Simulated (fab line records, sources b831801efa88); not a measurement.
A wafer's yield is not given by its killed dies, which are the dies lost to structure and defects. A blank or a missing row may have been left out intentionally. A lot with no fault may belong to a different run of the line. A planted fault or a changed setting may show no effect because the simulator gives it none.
Matching of chambers | flow gf180mcu | 4 sister chambers for GF_POLY_GATE_ETCH_13 on rieSi-01
The step etches poly-Si in HBr/Cl2, stops on SiO2, target depth 198.5 nm, time 69.6 s. 17 wafers are shown with their chamber, then 8 later ones without.

## WAFERS WITH THEIR CHAMBER
wafer  | chamber | drypumpMotorCurrentA (A) | runLengthS (s) | rfFwdPowerW (W)
L205.2 | 3       | 5.6                      | 98.5           | 398.1
L205.4 | 0       | 6.3                      | 97.2           | 398.0
L205.5 | 2       | 5.8                      | 97.6           | 398.7
L206.1 | 2       | 5.9                      | 97.7           | 397.0
L206.3 | 1       | 5.3                      | 98.9           | 396.1
L206.6 | 3       | 5.7                      | 98.5           | 397.0
L207.1 | 0       | 6.3                      | 97.2           | 396.8
L207.2 | 3       | 5.7                      | 98.8           | 396.7
L207.5 | 1       | 5.3                      | 98.9           | 394.4
L208.1 | 3       | 5.7                      | 98.7           | 398.0
L208.3 | 0       | 6.3                      | 97.1           | 396.4
L208.5 | 0       | 6.3                      | 97.1           | 395.2
L211.2 | 1       | 5.3                      | 98.0           | 395.6
L211.4 | 2       | 5.8                      | 98.2           | 398.4
L211.6 | 0       | 6.3                      | 97.1           | 398.1
L213.2 | 2       | 5.8                      | 98.0           | 397.9
L213.3 | 0       | 6.3                      | 97.6           | 397.5

SIGNATURES (averages over the wafers above)
reading              | chamber 0 | chamber 1 | chamber 2 | chamber 3 | scatter within a chamber
drypumpMotorCurrentA | 6.300     | 5.300     | 5.825     | 5.675     | 0.034
runLengthS           | 97.217    | 98.600    | 97.875    | 98.625    | 0.281
rfFwdPowerW          | 397.000   | 395.367   | 398.000   | 397.450   | 0.91
Rule: for each reading, subtract the chamber's mean from the wafer's reading, divide by that reading's scatter and square the result; add these up over the readings and take the root, which gives the wafer's distance from the chamber. If the next closest chamber is less than 2 further off than the closest, the wafer can't be placed; otherwise it belongs to the closest. The scatter is the square root of a quotient: the sum, over the shown wafers, of each reading's squared deviation from its chamber's mean, divided by wafers minus chambers.

## WAFERS WHOSE CHAMBER IS MISSING
wafer  | drypumpMotorCurrentA (A) | runLengthS (s) | rfFwdPowerW (W)
L213.6 | 5.8                      | 97.6           | 396.4
L214.2 | 6.3                      | 97.6           | 397.3
L214.5 | 5.3                      | 98.3           | 393.2
L214.6 | 6.3                      | 97.4           | 399.1
L222.1 | 6.3                      | 97.1           | 396.3
L222.2 | 5.8                      | 97.7           | 397.0
L223.2 | 5.8                      | 97.6           | 400.6
L224.2 | 5.8                      | 97.7           | 399.7

## WHICH CHAMBER EACH ONE RAN IN
wafer  | from the rows above | in truth
L213.6 | 2                   | 2
L214.2 | 0                   | 0
L214.5 | 1                   | 1
L214.6 | 0                   | 0
L222.1 | 0                   | 0
L222.2 | 2                   | 2
L223.2 | 2                   | 2
L224.2 | 2                   | 2
Correct placement for 8 of the 8. From these rows, 0 cannot be placed. Wrongly placed: 0.
